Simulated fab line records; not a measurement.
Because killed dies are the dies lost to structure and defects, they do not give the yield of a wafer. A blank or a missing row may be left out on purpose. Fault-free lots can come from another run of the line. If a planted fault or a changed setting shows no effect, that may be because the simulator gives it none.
Matching of chambers -- flow gf180mcu -- pecvd-01 running GF_MIM_CVD_05: 3 sister chambers
The step deposits Si3N4, target thk 42 nm, time 29.086 s. 6 wafers are shown with their chamber, then 8 later ones without.

== EACH WAFER AND ITS CHAMBER ==
wafer,chamber,heater_power_w (W)
L085.4,2,661
L088.5,1,715
L090.2,0,733
L090.5,0,751
L090.6,1,660
L094.2,2,663

== WAFERS WITHOUT THEIR CHAMBER ==
wafer,heater_power_w (W)
L094.4,716
L094.6,627
L095.2,765
L095.5,744
L095.6,756
L096.4,580
L096.5,614
L096.6,651

== CHAMBER TAKEN BY EACH ==
wafer,from the rows above,in truth
L094.4,can't be placed: 0 or 1 or 2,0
L094.6,can't be placed: 2 or 1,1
L095.2,0,0
L095.5,0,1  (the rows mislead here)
L095.6,0,0
L096.4,can't be placed: 2 or 1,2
L096.5,can't be placed: 2 or 1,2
L096.6,can't be placed: 2 or 1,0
Placed correctly: 2 of 8. From these rows, 5 cannot be placed; in 4 the true chamber is one of the candidates. Number placed wrongly: 1.
How it was worked out, from the rows above alone: a wafer's distance from a chamber is the root of the sum, over the readings, of the square of ((its reading less the chamber's mean) divided by the reading's scatter). If the next closest chamber is less than 2 further off than the closest, the wafer can't be placed; otherwise it belongs to the closest. A chamber's mean is the mean of its shown wafers. How the scatter is found: for the shown wafers, subtract from each reading the mean of its chamber, square and add these, divide the total by (wafers less chambers), then take the root.
